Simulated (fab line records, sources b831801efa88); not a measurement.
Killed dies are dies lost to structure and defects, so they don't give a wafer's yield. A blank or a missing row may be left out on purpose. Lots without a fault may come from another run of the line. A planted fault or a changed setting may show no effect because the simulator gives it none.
Which tool did it? | flow gf180mcu | 15 lots, 45 wafers sampled, at 3 steps of a route of 602

WHAT THE GAUGES READ, wafer by wafer
GF_M3_CD_MEAS_14: target cd 280 nm.
lot  | measured     | on        | cd_nm (nm)
L904 | day 22 01:53 | cd_sem-01 | 280.0 280.4 280.6
L905 | day 22 05:47 | cd_sem-01 | 281.3 280.0 280.6
L907 | day 23 01:22 | cd_sem-02 | 280.1 280.1 279.7
L908 | day 23 07:03 | cd_sem-01 | 281.2 281.1 280.9
L909 | day 23 18:59 | cd_sem-02 | 280.0 279.9 280.1
L910 | day 24 02:09 | cd_sem-02 | 280.3 280.4 280.8
L912 | day 24 18:00 | cd_sem-01 | 280.3 280.2 280.1
L913 | day 25 04:20 | cd_sem-02 | - - -
L914 | day 25 11:29 | cd_sem-01 | - - -
L915 | day 25 15:49 | cd_sem-01 | - - -
L916 | day 26 07:40 | cd_sem-02 | 280.3 280.0 280.1
L918 | day 26 22:51 | cd_sem-01 | 279.8 280.2 279.1
L923 | day 28 06:56 | cd_sem-02 | 277.6 278.7 277.6
L924 | day 28 16:57 | cd_sem-01 | 280.0 279.7 278.7
L925 | day 28 23:36 | cd_sem-02 | 279.2 278.5 279.6

WHICH TOOL RAN EACH LOT (tool, then ch and the chambers of the sampled wafers, then the start)
lot  | GF_V2_STRIP_18                       | GF_M3_EXPOSE_11
L904 | plasma_asher-02 ch 0,1, day 21 01:01 | krf_scanner-02 ch 0, day 21 14:52
L905 | plasma_asher-01 ch 0,1, day 21 04:31 | krf_scanner-01 ch 0, day 21 18:29
L907 | plasma_asher-03 ch 0,1, day 22 01:05 | krf_scanner-01 ch 0, day 22 14:20
L908 | plasma_asher-03 ch 0,1, day 22 06:58 | krf_scanner-02 ch 0, day 22 20:26
L909 | plasma_asher-02 ch 0,1, day 22 18:33 | krf_scanner-01 ch 0, day 23 07:19
L910 | plasma_asher-01 ch 0,1, day 23 02:19 | krf_scanner-02 ch 0, day 23 15:29
L912 | plasma_asher-02 ch 0,1, day 23 18:21 | krf_scanner-01 ch 0, day 24 06:44
L913 | plasma_asher-02 ch 0, day 24 04:44   | krf_scanner-02, day 24 18:01
L914 | plasma_asher-02 ch 0,1, day 24 12:10 | krf_scanner-01, day 25 00:47
L915 | plasma_asher-02 ch 0,1, day 24 16:23 | krf_scanner-02, day 25 04:37
L916 | plasma_asher-02 ch 0,1, day 25 08:51 | krf_scanner-01 ch 0, day 25 21:13
L918 | plasma_asher-02 ch 0,1, day 26 00:17 | krf_scanner-01 ch 0, day 26 12:34
L923 | plasma_asher-01 ch 0, day 27 09:08   | krf_scanner-02 ch 0, day 27 20:56
L924 | plasma_asher-03 ch 0,1, day 27 19:22 | krf_scanner-02 ch 0, day 28 06:53
L925 | plasma_asher-03 ch 0,1, day 28 02:50 | krf_scanner-02 ch 0, day 28 14:39
- GF_V2_STRIP_18: strips in O2/N2.
- GF_M3_EXPOSE_11: exposes mask Metal3, target cd 280 nm.

WHAT THE TOOLS THEMSELVES READ (means of the sampled wafers that have a number; where no wafer has one, the mark that the record gives instead)
GF_V2_STRIP_18.
lot  | tool            | drypump_motor_current_A (A) | heater_power_w (W) | oes_product_au (a.u.) | platen_temp_c (C)
L904 | plasma_asher-02 | 5.65                        | 310                | 0.592                 | 249.92
L905 | plasma_asher-01 | 5.69                        | 336                | 0.597                 | 249.95
L907 | plasma_asher-03 | 5.76                        | 382                | 0.597                 | 249.84
L908 | plasma_asher-03 | 5.81                        | 381                | 0.594                 | 249.90
L909 | plasma_asher-02 | 5.65                        | 303                | 0.594                 | 249.80
L910 | plasma_asher-01 | 5.66                        | 318                | 0.600                 | 250.03
L912 | plasma_asher-02 | 5.64                        | 310                | 0.596                 | 249.89
L913 | plasma_asher-02 | 5.55                        | 317                | 0.597                 | 249.83
L914 | plasma_asher-02 | 5.64                        | 313                | 0.588                 | 250.06
L915 | plasma_asher-02 | 5.64                        | 307                | 0.596                 | 250.03
L916 | plasma_asher-02 | 5.66                        | 313                | 0.594                 | 250.26
L918 | plasma_asher-02 | 5.74                        | 299                | 0.593                 | 249.66
L923 | plasma_asher-01 | 5.65                        | 294                | 0.597                 | 249.94
L924 | plasma_asher-03 | 5.84                        | 384                | 0.592                 | 250.15
L925 | plasma_asher-03 | 5.83                        | 381                | 0.585                 | 249.99

GF_M3_EXPOSE_11.
lot  | tool           | exposure_dose_mJ_cm2 | focus_offset_nm (nm)
L904 | krf_scanner-02 | 28.003               | -0.1
L905 | krf_scanner-01 | 27.978               | -0.5
L907 | krf_scanner-01 | 28.020               | 0.6
L908 | krf_scanner-02 | 27.986               | -0.3
L909 | krf_scanner-01 | 27.984               | 0.1
L910 | krf_scanner-02 | 27.954               | 0.2
L912 | krf_scanner-01 | 27.999               | -0.1
L913 | krf_scanner-02 | -                    | -
L914 | krf_scanner-01 | -                    | -
L915 | krf_scanner-02 | -                    | -
L916 | krf_scanner-01 | 27.999               | 0.1
L918 | krf_scanner-01 | 28.020               | 0.0
L923 | krf_scanner-02 | 27.995               | 0.2
L924 | krf_scanner-02 | 28.057               | -0.4
L925 | krf_scanner-02 | 27.974               | 0.0

THE ANSWER, worked out from the rows above alone
Rule: what is usual is taken from the lots themselves. Put in order of their means at a reading, lots are off if they are a third of the lots or fewer, leave a main group of 4 or more, and stand apart from it by a gap of 3 or more times the standard deviation of the main group's means; of several such gaps the widest counts. A main group whose means are all the same, to the digits that the tables above print for the reading, isn't used. A lot without any number at a reading at which 4 lots or more have one is off too. The other lots that the step has rows for count as sound. The gauges are gone through in route order, then the tools' own readings, and for those a lot's mean is taken as printed above. The first step at which some lot is off is used, and at that step the reading that is off furthest; a lot without a number counts as furthest.
Off: L913, L914, L915, at GF_M3_CD_MEAS_14 (cd_nm). Without a number there: L913, L914, L915. The main group: mean 279.9 nm, standard deviation 0.77.
A tool fits if, at a process step before that reading, it ran every lot that is off, and no sound lot after the first of them. The gauges at GF_M3_CD_MEAS_14 aren't tried: what is off there is off at GF_M3_EXPOSE_11 too, on other tools, and a gauge's error can't cause that. None of those tried fits.

WHAT THE SIMULATOR HAD PUT IN
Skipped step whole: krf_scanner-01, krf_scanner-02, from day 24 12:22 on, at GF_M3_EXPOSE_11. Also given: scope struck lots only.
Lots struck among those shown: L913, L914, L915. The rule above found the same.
